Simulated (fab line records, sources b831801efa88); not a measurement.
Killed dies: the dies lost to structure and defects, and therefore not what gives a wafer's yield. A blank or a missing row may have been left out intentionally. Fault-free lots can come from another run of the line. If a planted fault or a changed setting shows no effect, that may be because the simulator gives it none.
Struck lot and sound lot, side by side -- flow sky130 -- 44 out of 708 route steps
Sound: the wafers L711.2, L711.3, L711.6. Struck: wafers L719.1, L719.3, L719.5. The cause is named last.
For every step that has rows: the tool of each side, followed by ch and its chambers, followed by its first start. Under that, the readings that differ: sound wafers -- struck wafers -- difference of the means -- sigmas: that difference in standard deviations of wafers without a fault.
alike: same words and numbers on both sides, and readings whose means sit less than 2 such deviations apart. not compared: any withheld reading, any reading some wafer has no value for, any bound like >300 that may hide the same value, and any number with overlapping values for which the record gives no deviation.
A row with sigmas, a row that says differs or no value, or rows on one side alone: a step with any of these is where the two part. When numbers do not overlap yet have no deviation, they are printed without sigmas and do not part them. Lack of a reading on every wafer of one side parts them only where that side has two or more wafers.

first, 1 step without rows for these wafers: SKY_VIA2_ETCH_15 (etches SiO2 in C4F8/O2/Ar, stops on TiN, target depth 546 nm, time 84 s).
SKY_VIA2_STRIP_16: strips in O2/N2.
  sound on plasma asher-02 ch 0,1, day 37 13:29; struck on plasma asher-04 ch 0,1, day 39 16:46
reading,sound,struck,difference,sigmas
strip time to endpoint s (s),4.005 3.986 4.034,4.069 4.057 4.074,+0.058,+3
  alike: drypump motor current A, oes product au
  not compared: rf hours counter h
then, 3 steps without rows for these wafers: SKY_VIA2_STRIP_17 (strips in post etch residue remover, time 1200 s); SKY_VIA2_CLEAN_18 (cleans in IPA, time 180 s); SKY_VIA2_CLEAN_19 (cleans in O3/DIW).
SKY_VIA2_SPUTTER_20: material TiN, target thk 20 nm, time 80 s.
  sound: pvd sputter-01 at day 37 14:05; struck: pvd sputter-04 at day 39 17:21
  alike: chamber pressure pa, throttle valve pct
then, 1 step without rows for these wafers: SKY_VIA2_CVD_21 (deposits W, target thk 420 nm, time 126.4 s).
SKY_VIA2_RS_MEAS_22: measures by four-point-probe.
  sound: film metro-02 at day 37 14:18; struck: film metro-02 at day 39 17:32
  alike: VIA2_W_RS
SKY_VIA2_THK_MEAS_23: measures by xrf.
  sound: film metro-02 at day 37 14:25; struck: film metro-02 at day 39 17:40
  alike: VIA2_W_THK
SKY_VIA2_CMP_24: polishes, stops on SiO2, t overpolish 20 s, target thk 0 nm.
  sound on cmp-02 ch 0,2,3, day 37 14:31; struck on cmp-02 ch 0,3, day 39 17:46
  alike: head pressure psi, motor current A, overpolish run s, slurry flow ml min, time to endpoint s
SKY_METAL3_SPUTTER_00: material Ti, target thk 15 nm, time 10 s.
  sound: pvd sputter-03 at day 37 14:46; struck: pvd sputter-02 at day 39 18:01
  alike: chamber pressure pa, throttle valve pct
then, 1 step without rows for these wafers: SKY_METAL3_SPUTTER_01 (material TiN, target thk 20 nm, time 16.7 s).
SKY_METAL3_SPUTTER_02: material AlCu, target thk 735 nm, time 39.1 s.
  sound: pvd sputter-03 at day 37 14:49; struck: pvd sputter-02 at day 39 18:04
reading,sound,struck,difference,sigmas
chamber pressure pa (Pa),0.3985 0.3997 0.3994,0.4964 0.4952 0.4955,+0.0965,+99 or more
throttle valve pct (%),27.5 31.5 29.7,26.4 26.3 26.2,-3.3,-4
model.AlCu_of_METAL3_SPUTTER_02.thk nm (nm),747.1 743.6 744.3,679.7 692.8 684.4,-59.4,
then, 2 steps without rows for these wafers: SKY_METAL3_SPUTTER_03 (material Ti, target thk 5 nm, time 3.3 s); SKY_METAL3_SPUTTER_04 (material TiN, target thk 70 nm, time 58.3 s).
SKY_CAPM_CVD_00: deposits SiO2, target thk 15.5 nm.
  sound on pecvd-02 ch 0,1, day 37 14:55; struck on pecvd-02 ch 1,2, day 39 18:11
  alike: heater power w
SKY_CAPM_THK_MEAS_01:
  sound: film metro-01 at day 37 14:56; struck: film metro-04 at day 39 18:12
  alike: CAPM_CVD_00_THK
then, 1 step without rows for these wafers: SKY_CAPM_SPUTTER_02 (material TiN, target thk 200 nm, time 166.7 s).
SKY_CAPM_RS_MEAS_03: measures by four-point-probe.
  sound: film metro-04 at day 37 15:07; struck: film metro-01 at day 39 18:22
  alike: CAPM_TIN_RS
SKY_CAPM_THK_MEAS_04: measures by xrf.
  sound: film metro-04 at day 37 15:14; struck: film metro-01 at day 39 18:29
reading,sound,struck,difference,sigmas
CAPM_TIN_THK (nm),204.9 207.2 204.7,198.4 199.8 200.2,-6.1,-3
then, 7 steps without rows for these wafers: SKY_CAPM_DEHYDRATE_05 (time 60 s); SKY_CAPM_HMDS_06 (prime time 60 s); SKY_CAPM_COAT_07 (resist thk 1140 nm); SKY_CAPM_SOFTBAKE_08 (time 60 s); SKY_CAPM_EXPOSE_09 (exposes mask CAPM, target cd 1000 nm); SKY_CAPM_PEB_10; SKY_CAPM_DEVELOP_11 (develop time 60 s).
SKY_CAPM_OVL_MEAS_12:
  sound: overlay-01 at day 38 16:49; struck: overlay-01 at day 40 18:31
  alike: CAPM_OVL
then, 13 steps without rows for these wafers: SKY_CAPM_METAL_ETCH_13 (etches TiN in Cl2/BCl3, stops on SiO2, target depth 220 nm, time 62.9 s); SKY_CAPM_STRIP_14 (strips in O2/N2); SKY_CAPM_STRIP_15 (strips in post etch residue remover, time 1200 s); SKY_CAPM_CLEAN_16 (cleans in IPA, time 180 s); SKY_CAPM_CLEAN_17 (cleans in O3/DIW); SKY_METAL3_DEHYDRATE_05 (time 60 s); SKY_METAL3_HMDS_06 (prime time 60 s); SKY_METAL3_COAT_07 (resist thk 60 nm); SKY_METAL3_COAT_08 (resist thk 1140 nm); SKY_METAL3_SOFTBAKE_09 (time 90 s); SKY_METAL3_EXPOSE_10 (exposes mask MM3, target cd 300 nm); SKY_METAL3_PEB_11; SKY_METAL3_DEVELOP_12 (develop time 60 s).
SKY_METAL3_CD_MEAS_13: target cd 300 nm.
  sound: cd sem-01 at day 39 20:10; struck: cd sem-02 at day 41 19:38
  alike: cd nm
SKY_METAL3_METAL_ETCH_18: etches the open film in Cl2/BCl3, stops on SiO2, target depth 845 nm, time 183.1 s.
  sound on rie metal-04 ch 0,1, day 39 20:26; struck on rie metal-02 ch 0,1, day 41 19:56
reading,sound,struck,difference,sigmas
oes product au (a.u.),0.866 0.873 0.868,0.838 0.834 0.843,-0.031,-5
model.METAL3.feature depth nm (nm),876.7 873 875.4,810 822.2 813.7,-60,
model.etch.depth nm (nm),876.7 873 875.4,810 822.2 813.7,-60,
  alike: drypump motor current A, throttle valve pct
  not compared: rf hours counter h
-- the record jumps here: 7 days lie between the struck wafers' starts before and after (it left off in module METAL3 and takes up again in module PAD_OPEN, whose first step shown is number 708 of the route) --
SKY_PAD_OPEN_PROBE_99:
  sound: prober-01 at day 47 00:50; struck: prober-02 at day 48 18:31
reading,sound,struck,difference,sigmas
model.etest.met3.line ohm um,0.1395 0.1413 0.1436,0.1568 0.1525 0.1535,+0.0128,
model.etest.met3.rs ohm sq,0.04173 0.04247 0.04248,0.04629 0.04509 0.04581,+0.00350,
  alike: defect limited yield, killed_at_M0_to_M3, killed_at_M4_up, killed at contacts, killed at front end, killed at other, killed dies, killed open, killed short, sort_bin_3_pad_short, sort_bin_5_function, sort_bin_6_memory, sort n pass, sort yield pct

## WHERE THEY PART
Earliest at SKY_VIA2_STRIP_16; latest, in this record, at SKY_METAL3_METAL_ETCH_18. Later steps at which nothing parts them and some readings are alike: SKY_PAD_OPEN_PROBE_99.

WHY: what the simulator had put in
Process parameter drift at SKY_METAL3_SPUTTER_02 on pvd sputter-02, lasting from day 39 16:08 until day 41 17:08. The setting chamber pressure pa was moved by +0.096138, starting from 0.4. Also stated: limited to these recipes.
